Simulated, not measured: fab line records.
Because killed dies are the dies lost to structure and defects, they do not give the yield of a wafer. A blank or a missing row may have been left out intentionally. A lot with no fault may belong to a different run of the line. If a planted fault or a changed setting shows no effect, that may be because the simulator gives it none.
fab line records	flow sky130
record: lots: 15	wafers: 45	lastDay: 50
route steps=708 shown FIELD_ISO@26 VT_ADJUST_NCORE@127 SONOS_ONO@171 POLY_GATE@225
lots with no fault: from the same line, run without faults
startH: hours from the record's opening day to when the first of the lot's shown wafers began	waitH: hours since the lot's step before	" unchanged from the row above	L1.1+2: one row covering several wafers at once	- value missing, or start not given	* or withheld: withheld	< > ~ a bound
route shown NAME@n: names a module that has steps shown in the file, with the first one's number in the route	usual: the fault-free wafers' mean and standard deviation	same: alike in all rows	chamber/n: place in a boat	sites: per-site readings	_std_site: the values' standard deviation	_edge_site: the outer-site mean with the inner-site mean subtracted	radiusMm: for every site, how far away it sits from the centre of the wafer	mask NAME#n: copy n	behind: the last tool/chamber to shape the wafer	hold: why the lot was held/for how many hours/how that ended	device: the transistor (n, p or np) that didn't switch	end of line: tests of these same wafers at the route's end	where a step has no rows: the recipe by itself	killed: dies lost to structure and defects at the first sort, not the wafer's yield	map: a wafer's dies, marking killed ones x, the rest . and places with no die _
set.NAME: the setting that was run; set.NAME@STEP: the one run at that earlier step	model.NAME: the simulator's own value behind a step, which no gauge read
one table for each step of the route and one row for each wafer, over a sample of lots
== steps ==
step: SKY_FIELD_ISO_THK_MEAS_25
recipe: reads: SiO2_of_FIELD_ISO_CVD_24
usual: FIELD_ISO_CVD_24_THK: 596/7.2
lot.wafer	tool	chamber	startH	waitH	FIELD_ISO_CVD_24_THK[nm]
L569.3	filmMetro-01	-	39.44	0.1	587
L569.4	"	-	"	"	585
L569.6	"	-	"	"	591
L571.1	filmMetro-01	-	48.51	0.0	597
L571.2	"	-	"	"	592
L571.3	"	-	"	"	603
L573.1	filmMetro-04	-	54.47	0.0	582
L573.3	"	-	"	"	590
L573.4	"	-	"	"	588
L574.2	filmMetro-02	-	62.89	0.0	591
L574.4	"	-	"	"	591
L574.5	"	-	"	"	591
L575.1	filmMetro-02	-	70.34	0.1	591
L575.2	"	-	"	"	591
L575.3	"	-	"	"	584
L576.1	filmMetro-01	-	73.29	0.0	595
L576.4	"	-	"	"	590
L576.5	"	-	"	"	591
L577.3	filmMetro-01	-	79.86	0.1	603
L577.5	"	-	"	"	607
L577.6	"	-	"	"	598
L578.1	filmMetro-02	-	82.94	0.0	603
L578.4	"	-	"	"	591
L578.6	"	-	"	"	591
L579.1	filmMetro-02	-	89.72	0.0	590
L579.4	"	-	"	"	596
L579.6	"	-	"	"	608
L580.1	filmMetro-02	-	92.71	0.0	608
L580.4	"	-	"	"	605
L580.5	"	-	"	"	615
L581.2	filmMetro-02	-	100.11	0.0	599
L581.4	"	-	"	"	594
L581.6	"	-	"	"	594
L586.1	filmMetro-02	-	123.99	0.0	615
L586.5	"	-	"	"	611
L586.6	"	-	"	"	602
L587.2	filmMetro-02	-	128.42	0.0	590
L587.5	"	-	"	"	599
L587.6	"	-	"	"	599
L589.2	filmMetro-02	-	141.94	0.0	594
L589.4	"	-	"	"	607
L589.5	"	-	"	"	596
L590.1	filmMetro-02	-	144.63	0.0	585
L590.2	"	-	"	"	594
L590.4	"	-	"	"	595
step: SKY_VT_ADJUST_NCORE_OVL_MEAS_08
usual: VT_ADJUST_NCORE_OVL: -0.3/1.1
lot.wafer	tool	chamber	startH	waitH	VT_ADJUST_NCORE_OVL[nm]
L569.3	overlay-01	-	193.67	0.1	0.7
L569.4	"	-	"	"	-1.7
L569.6	"	-	"	"	-0.3
L571.1	overlay-01	-	203.97	0.1	-0.9
L571.2	"	-	"	"	-0.3
L571.3	"	-	"	"	-0.4
L573.1	overlay-02	-	211.26	0.1	1.1
L573.3	"	-	"	"	0.8
L573.4	"	-	"	"	0.4
L574.2	overlay-02	-	225.92	0.1	-1.6
L574.4	"	-	"	"	0.2
L574.5	"	-	"	"	-0.6
L575.1	overlay-01	-	234.91	0.1	-0.7
L575.2	"	-	"	"	0.5
L575.3	"	-	"	"	-0.1
L576.1	overlay-01	-	235.51	0.1	0.8
L576.4	"	-	"	"	-0.9
L576.5	"	-	"	"	-0.3
L577.3	overlay-02	-	245.73	0.1	0.6
L577.5	"	-	"	"	0.3
L577.6	"	-	"	"	-0.4
L578.1	overlay-01	-	255.66	0.1	-1.5
L578.4	"	-	"	"	-0.9
L578.6	"	-	"	"	0.0
L579.1	overlay-01	-	258.73	0.1	0.3
L579.4	"	-	"	"	0.2
L579.6	"	-	"	"	-0.4
L580.1	overlay-01	-	265.87	0.1	1.6
L580.4	"	-	"	"	0.7
L580.5	"	-	"	"	-0.8
L581.2	overlay-02	-	271.49	0.1	-0.7
L581.4	"	-	"	"	1.7
L581.6	"	-	"	"	0.0
L586.1	overlay-02	-	305.71	0.1	-0.6
L586.5	"	-	"	"	-2.7
L586.6	"	-	"	"	-0.6
L587.2	overlay-01	-	313.34	0.1	-1.4
L587.5	"	-	"	"	1.4
L587.6	"	-	"	"	-0.5
L589.2	overlay-02	-	331.69	0.1	1.0
L589.4	"	-	"	"	1.7
L589.5	"	-	"	"	-0.1
L590.1	overlay-01	-	339.96	0.1	1.2
L590.2	"	-	"	"	0.2
L590.4	"	-	"	"	-0.8
step: SKY_SONOS_ONO_THK_MEAS_03
recipe: reads: Si3N4_of_SONOS_ONO_CVD_02
usual: SONOS_ONO_CVD_02_THK: 10.50/0.13
lot.wafer	tool	chamber	startH	waitH	SONOS_ONO_CVD_02_THK[nm]
L569.3	filmMetro-01	-	266.41	0.2	10.65
L569.4	"	-	"	"	10.61
L569.6	"	-	"	"	10.63
L571.1	filmMetro-02	-	277.61	0.0	10.47
L571.2	"	-	"	"	10.38
L571.3	"	-	"	"	10.38
L573.1	filmMetro-01	-	286.96	0.0	10.67
L573.3	"	-	"	"	10.64
L573.4	"	-	"	"	10.80
L574.2	filmMetro-02	-	301.25	0.0	10.52
L574.4	"	-	"	"	10.47
L574.5	"	-	"	"	10.53
L575.1	filmMetro-01	-	313.05	0.0	10.67
L575.2	"	-	"	"	10.38
L575.3	"	-	"	"	10.50
L576.1	filmMetro-02	-	316.42	0.0	10.43
L576.4	"	-	"	"	10.47
L576.5	"	-	"	"	10.34
L577.3	filmMetro-02	-	328.23	0.0	10.54
L577.5	"	-	"	"	10.50
L577.6	"	-	"	"	10.60
L578.1	filmMetro-01	-	339.48	0.0	10.54
L578.4	"	-	"	"	10.63
L578.6	"	-	"	"	10.53
L579.1	filmMetro-01	-	340.53	0.0	10.35
L579.4	"	-	"	"	10.66
L579.6	"	-	"	"	10.58
L580.1	filmMetro-01	-	347.93	0.0	10.52
L580.4	"	-	"	"	10.67
L580.5	"	-	"	"	10.54
L581.2	filmMetro-02	-	353.34	0.0	10.70
L581.4	"	-	"	"	10.68
L581.6	"	-	"	"	10.60
L586.1	filmMetro-02	-	397.73	0.0	10.52
L586.5	"	-	"	"	10.62
L586.6	"	-	"	"	10.46
L587.2	filmMetro-02	-	401.78	0.0	10.51
L587.5	"	-	"	"	10.56
L587.6	"	-	"	"	10.54
L589.2	filmMetro-01	-	423.53	0.0	10.54
L589.4	"	-	"	"	10.69
L589.5	"	-	"	"	10.71
L590.1	filmMetro-01	-	431.31	0.0	10.30
L590.2	"	-	"	"	10.36
L590.4	"	-	"	"	10.28
step: SKY_POLY_GATE_PEB_11
recipe: pebTempC: withheld	pebTimeS: withheld	resist: KrF-thick
usual: chillPlateTempC: *	exhaustPa: 45.2/0.91
lot.wafer	tool	chamber	startH	waitH	chillPlateTempC	exhaustPa
L569.3	lithoTrack-02	0	387	-	*	43.7
L569.4	"	0	"	"	*	43.9
L569.6	"	0	"	"	*	45.2
L571.1	lithoTrack-01	0	393	-	*	44.5
L571.2	"	0	"	"	*	44.2
L571.3	"	0	"	"	*	44.4
L573.1	lithoTrack-01	0	403	-	*	45.7
L573.3	"	0	"	"	*	46.1
L573.4	"	0	"	"	*	45.3
L574.2	lithoTrack-01	0	433	-	*	44.2
L574.4	"	0	"	"	*	45.6
L574.5	"	0	"	"	*	44.2
L576.1	lithoTrack-01	0	443	-	*	45.2
L576.4	"	0	"	"	*	45.6
L576.5	"	0	"	"	*	46.2
L575.1	lithoTrack-01	-	444	-	-	-
L575.2	"	-	"	"	-	-
L575.3	"	-	"	"	-	-
L577.3	lithoTrack-04	-	457	-	-	-
L577.5	"	-	"	"	-	-
L577.6	"	-	"	"	-	-
L579.1	lithoTrack-04	-	469	-	-	-
L579.4	"	-	"	"	-	-
L579.6	"	-	"	"	-	-
L578.1	lithoTrack-04	0	470	-	*	43.4
L578.4	"	0	"	"	*	45.0
L578.6	"	0	"	"	*	43.6
L580.1	lithoTrack-01	0	479	-	*	45.4
L580.4	"	0	"	"	*	45.8
L580.5	"	0	"	"	*	43.8
L581.2	lithoTrack-02	0	481	-	*	43.7
L581.4	"	0	"	"	*	45.8
L581.6	"	0	"	"	*	44.0
L586.1	lithoTrack-02	0	528	-	*	45.8
L586.5	"	0	"	"	*	46.5
L586.6	"	0	"	"	*	45.7
L587.2	lithoTrack-02	0	533	-	*	44.7
L587.5	"	0	"	"	*	44.5
L587.6	"	0	"	"	*	44.4
L589.2	lithoTrack-04	0	554	-	*	45.4
L589.4	"	0	"	"	*	46.5
L589.5	"	0	"	"	*	45.9
L590.1	lithoTrack-01	0	563	-	*	46.9
L590.2	"	0	"	"	*	45.8
L590.4	"	0	"	"	*	45.6
== key ==
firstSign: step: SKY_POLY_GATE_PEB_11	reading: toolRecord	direction: missing
effect none on later readings
metAt SKY_POLY_GATE_PEB_11
struckLots L575,L577,L579
laterRowsLeftOut L575.1,L575.2,L575.3,L577.3,L577.5,L577.6,L579.1,L579.4,L579.6
sortLeftOut L575.1,L575.2,L575.3,L577.3,L577.5,L577.6,L579.1,L579.4,L579.6
testerLeftOut L575,L577,L579
notActingAt SKY_FIELD_ISO_THK_MEAS_25,SKY_VT_ADJUST_NCORE_OVL_MEAS_08,SKY_SONOS_ONO_THK_MEAS_03
onsetBetween 443 444
fault: kind: skippedStepWhole	tool: lithoTrack-01,lithoTrack-04	chamber: -	onsetH: 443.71	steps: SKY_POLY_GATE_PEB_11	scope: struckLotsOnly
testerLeftOut: of these lots the tester's yield and bins aren't shown, on N5 and GAA mostly nor the transistor test; their killed dies are dies lost to structure and defects alone, not to doping, threshold or leakage, so they don't give the yield
sortLeftOut: the simulated sort isn't trusted on such a fault, so these wafers' sort isn't shown, and their yield isn't known
laterRowsLeftOut: the simulator's readings of these wafers behind a module that went badly wrong aren't trusted and aren't shown, but for the sort
